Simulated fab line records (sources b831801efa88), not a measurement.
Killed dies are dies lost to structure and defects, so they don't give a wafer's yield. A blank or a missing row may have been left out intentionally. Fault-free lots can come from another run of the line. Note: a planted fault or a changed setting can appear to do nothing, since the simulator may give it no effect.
The tool behind it: which one? :: flow sky130 :: 45 wafers from 15 lots sampled at 3 of the route's 708 steps

WHAT THE GAUGES READ, wafer by wafer
SKY_SONOS_ONO_THK_MEAS_05.
lot: L755
measured: day 11 10:27
on: film-metro-04
SONOS_ONO_CVD_04_THK (nm): 5.65 5.63 5.60

lot: L756
measured: day 11 22:04
on: film-metro-03
SONOS_ONO_CVD_04_THK (nm): 5.73 5.74 5.63

lot: L757
measured: day 12 05:59
on: film-metro-01
SONOS_ONO_CVD_04_THK (nm): 5.80 5.76 5.88

lot: L759
measured: day 13 04:58
on: film-metro-03
SONOS_ONO_CVD_04_THK (nm): 5.78 5.70 5.67

lot: L761
measured: day 13 16:20
on: film-metro-01
SONOS_ONO_CVD_04_THK (nm): 5.81 5.86 5.81

lot: L762
measured: day 13 21:43
on: film-metro-03
SONOS_ONO_CVD_04_THK (nm): 5.73 5.72 5.76

lot: L763
measured: day 14 10:23
on: film-metro-01
SONOS_ONO_CVD_04_THK (nm): 5.62 5.64 5.60

lot: L764
measured: day 14 11:40
on: film-metro-03
SONOS_ONO_CVD_04_THK (nm): 5.66 5.81 5.79

lot: L766
measured: day 14 18:26
on: film-metro-04
SONOS_ONO_CVD_04_THK (nm): 5.69 5.69 5.80

lot: L769
measured: day 15 21:51
on: film-metro-03
SONOS_ONO_CVD_04_THK (nm): 5.88 5.85 5.94

lot: L770
measured: day 16 10:44
on: film-metro-03
SONOS_ONO_CVD_04_THK (nm): 5.96 5.83 5.91

lot: L771
measured: day 16 23:37
on: film-metro-04
SONOS_ONO_CVD_04_THK (nm): 5.70 5.69 5.67

lot: L776
measured: day 18 12:17
on: film-metro-01
SONOS_ONO_CVD_04_THK (nm): 5.95 5.77 5.85

lot: L777
measured: day 18 21:02
on: film-metro-01
SONOS_ONO_CVD_04_THK (nm): 5.59 5.58 5.66

lot: L778
measured: day 19 04:37
on: film-metro-04
SONOS_ONO_CVD_04_THK (nm): 5.73 5.70 5.63

SKY_VIA1_RS_MEAS_22: a four-point-probe measurement.
lot: L755
measured: day 34 05:13
on: film-metro-03
VIA1_W_RS (ohm/sq): 0.425 0.425 0.433

lot: L756
measured: day 34 11:46
on: film-metro-03
VIA1_W_RS (ohm/sq): 0.429 0.432 0.426

lot: L757
measured: day 34 11:50
on: film-metro-01
VIA1_W_RS (ohm/sq): 0.428 0.432 0.410

lot: L759
measured: day 35 10:18
on: film-metro-01
VIA1_W_RS (ohm/sq): 0.419 0.431 0.422

lot: L761
measured: day 35 23:37
on: film-metro-02
VIA1_W_RS (ohm/sq): 0.417 0.421 0.420

lot: L762
measured: day 36 03:35
on: film-metro-01
VIA1_W_RS (ohm/sq): 0.425 0.426 0.423

lot: L763
measured: day 36 14:47
on: film-metro-02
VIA1_W_RS (ohm/sq): 0.429 0.436 0.435

lot: L764
measured: day 36 22:01
on: film-metro-02
VIA1_W_RS (ohm/sq): 0.423 0.423 0.428

lot: L766
measured: day 37 05:20
on: film-metro-02
VIA1_W_RS (ohm/sq): 0.429 0.431 0.428

lot: L769
measured: day 38 02:31
on: film-metro-02
VIA1_W_RS (ohm/sq): 0.419 0.429 0.432

lot: L770
measured: day 38 13:17
on: film-metro-03
VIA1_W_RS (ohm/sq): 0.413 0.412 0.420

lot: L771
measured: day 39 00:28
on: film-metro-02
VIA1_W_RS (ohm/sq): 0.432 0.434 0.433

lot: L776
measured: day 40 10:44
on: film-metro-01
VIA1_W_RS (ohm/sq): 0.413 0.419 0.431

lot: L777
measured: day 40 17:37
on: film-metro-01
VIA1_W_RS (ohm/sq): 0.411 0.426 0.423

lot: L778
measured: day 40 23:32
on: film-metro-02
VIA1_W_RS (ohm/sq): 0.431 0.427 0.427

WHICH TOOL RAN EACH LOT (tool, then ch and the chambers of the sampled wafers, then the start)
lot: L755
SKY_VT_ADJUST_NCORE_DEVELOP_06: litho-track-01 ch 0, day 8 10:53

lot: L756
SKY_VT_ADJUST_NCORE_DEVELOP_06: litho-track-04 ch 0, day 8 21:12

lot: L757
SKY_VT_ADJUST_NCORE_DEVELOP_06: litho-track-01 ch 0, day 9 04:03

lot: L759
SKY_VT_ADJUST_NCORE_DEVELOP_06: litho-track-04 ch 0, day 9 17:10

lot: L761
SKY_VT_ADJUST_NCORE_DEVELOP_06: litho-track-04 ch 0, day 10 05:30

lot: L762
SKY_VT_ADJUST_NCORE_DEVELOP_06: litho-track-01 ch 0, day 10 13:23

lot: L763
SKY_VT_ADJUST_NCORE_DEVELOP_06: litho-track-02 ch 0, day 10 21:33

lot: L764
SKY_VT_ADJUST_NCORE_DEVELOP_06: litho-track-04 ch 0, day 11 06:03

lot: L766
SKY_VT_ADJUST_NCORE_DEVELOP_06: litho-track-01 ch 0, day 11 15:14

lot: L769
SKY_VT_ADJUST_NCORE_DEVELOP_06: litho-track-02, day 12 12:30

lot: L770
SKY_VT_ADJUST_NCORE_DEVELOP_06: litho-track-04, day 12 21:27

lot: L771
SKY_VT_ADJUST_NCORE_DEVELOP_06: litho-track-02, day 13 09:12

lot: L776
SKY_VT_ADJUST_NCORE_DEVELOP_06: litho-track-02 ch 0, day 14 14:45

lot: L777
SKY_VT_ADJUST_NCORE_DEVELOP_06: litho-track-02 ch 0, day 14 23:57

lot: L778
SKY_VT_ADJUST_NCORE_DEVELOP_06: litho-track-01 ch 0, day 15 05:41
- SKY_VT_ADJUST_NCORE_DEVELOP_06: develop time 60 s.

WHAT THE TOOLS THEMSELVES READ (means of the sampled wafers that have a number; where no wafer has one, the mark that the record gives instead)
SKY_VT_ADJUST_NCORE_DEVELOP_06.
lot: L755
tool: litho-track-01
chill-plate-temp-C (C): 23.03
developer-temp-C (C): 23.13

lot: L756
tool: litho-track-04
chill-plate-temp-C (C): 22.98
developer-temp-C (C): 22.95

lot: L757
tool: litho-track-01
chill-plate-temp-C (C): 22.97
developer-temp-C (C): 23.02

lot: L759
tool: litho-track-04
chill-plate-temp-C (C): 22.83
developer-temp-C (C): 23.05

lot: L761
tool: litho-track-04
chill-plate-temp-C (C): 22.99
developer-temp-C (C): 22.89

lot: L762
tool: litho-track-01
chill-plate-temp-C (C): 22.99
developer-temp-C (C): 23.12

lot: L763
tool: litho-track-02
chill-plate-temp-C (C): 22.86
developer-temp-C (C): 22.91

lot: L764
tool: litho-track-04
chill-plate-temp-C (C): 23.05
developer-temp-C (C): 23.02

lot: L766
tool: litho-track-01
chill-plate-temp-C (C): 22.94
developer-temp-C (C): 22.90

lot: L769
tool: litho-track-02
chill-plate-temp-C (C): -
developer-temp-C (C): -

lot: L770
tool: litho-track-04
chill-plate-temp-C (C): -
developer-temp-C (C): -

lot: L771
tool: litho-track-02
chill-plate-temp-C (C): -
developer-temp-C (C): -

lot: L776
tool: litho-track-02
chill-plate-temp-C (C): 22.94
developer-temp-C (C): 22.86

lot: L777
tool: litho-track-02
chill-plate-temp-C (C): 22.89
developer-temp-C (C): 22.90

lot: L778
tool: litho-track-01
chill-plate-temp-C (C): 23.02
developer-temp-C (C): 22.93

THE ANSWER, worked out from the rows above alone
Rule: usual is defined by the lots themselves. The widest of any qualifying gaps counts: lots, ordered by their means at a reading, are off when they make up no more than a third of the lots, leave a main group of 4 or more, and stand apart from it by 3 or more times the standard deviation of that group's means. Not used: any main group whose means are identical at the precision the tables above print for the reading. Also off: a lot with no number at a reading for which 4 or more lots have one. Any other lot the step has rows for is counted as sound. The gauges are gone through in route order, then the tools' own readings, and for those a lot's mean is taken as printed above. At the first step where some lot is off, the reading lying furthest off is the one used; lots without a number count as furthest.
Off at SKY_VT_ADJUST_NCORE_DEVELOP_06 (chill-plate-temp-C): L769, L770, L771. Without a number there: L769, L770, L771. Main group: mean 22.96 C, sd 0.065.
If a tool, at that step or one of the process steps before it, ran each lot that is off and ran no sound lot following the first of them, it fits. Of those tried, none fits.

WHAT HAD BEEN PUT IN BY THE SIMULATOR
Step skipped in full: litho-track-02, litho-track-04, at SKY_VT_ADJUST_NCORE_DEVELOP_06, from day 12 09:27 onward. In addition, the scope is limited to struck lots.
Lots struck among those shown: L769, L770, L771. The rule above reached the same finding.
